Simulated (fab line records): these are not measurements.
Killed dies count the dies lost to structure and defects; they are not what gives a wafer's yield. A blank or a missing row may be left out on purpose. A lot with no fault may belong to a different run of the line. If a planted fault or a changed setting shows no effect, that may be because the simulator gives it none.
2 desks looking at one fault -- flow gf180mcu -- only its own numbers are on each desk; what lay behind them is given at the end

== TOOL OWNER'S DESK, pecvd-03 ==
The tool's own readings at GF_V2_CVD_02 (deposits SiO2 from TEOS, target thk 850 nm, time 94.851 s): means of the sampled wafers that have a number, for each lot that ran on this tool. A lot is out of limits, marked OUT, if its mean lies more than 4 standard deviations from the usual mean; the brackets give that distance.
Columns: A = heaterPowerW at GF_V2_CVD_02, usual 660 W
lot,first seen here,A
L306,day 20 06:56,765
L310,day 21 16:23,749
L317,day 24 00:21,746
L318,day 24 15:53,794
L319,day 25 01:00,811
This desk found nothing out of limits on any of the 5 lots.

== FROM THE METROLOGY DESK ==
What the gauges read, lot by lot, whatever tool the lot ran on: means of the sampled wafers that have a number. A lot is out of limits, marked OUT, if its mean lies more than 4 standard deviations from the usual mean; the brackets give that distance.
Columns: A = V2_CVD_02_THK at GF_V2_THK_MEAS_03, usual 847 nm; B = M3_ALCU_THK at GF_M3_THK_MEAS_06, usual 451 nm
lot,first seen here,A,B
L304,day 19 03:28,857,446
L305,day 19 20:29,850,450
L306,day 20 07:00,843,455
L308,day 21 07:01,836,451
L309,day 21 12:29,841,448
L310,day 21 16:28,851,456
L313,day 22 15:40,842,452
L314,day 23 03:30,836,441
L317,day 24 00:25,733 (-9.5) OUT,456
L318,day 24 15:57,739 (-9.0) OUT,456
L319,day 25 01:05,734 (-9.4) OUT,444
L321,day 25 09:38,859,453
L322,day 25 18:50,856,449
L324,day 26 09:03,843,454
L327,day 27 04:52,846,453
This desk's result: L317, L318, L319 out of limits, first on L317 (V2_CVD_02_THK at GF_V2_THK_MEAS_03), day 24 00:25. L304, L305, L306, L308, L309, L310, L313, L314, L321, L322, L324, L327: within limits.

== ALL TOGETHER ==
At day 24 00:25 the metrology desk could have sounded an alarm, on L317, L318, L319.
The tool owner's desk saw nothing out of limits.
Tool owner's desk: L317, L318, L319 on record, inside its limits.
GF_V2_CVD_02 was run on pecvd-03 by each of the lots named.

== WHAT THE SIMULATOR HAD PUT IN ==
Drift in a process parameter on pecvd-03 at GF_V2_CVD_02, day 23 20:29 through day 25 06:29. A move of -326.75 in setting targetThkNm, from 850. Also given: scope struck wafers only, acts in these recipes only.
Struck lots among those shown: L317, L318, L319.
Hours from the fault's start to each desk's first reading out of limits: the metrology desk, 4.
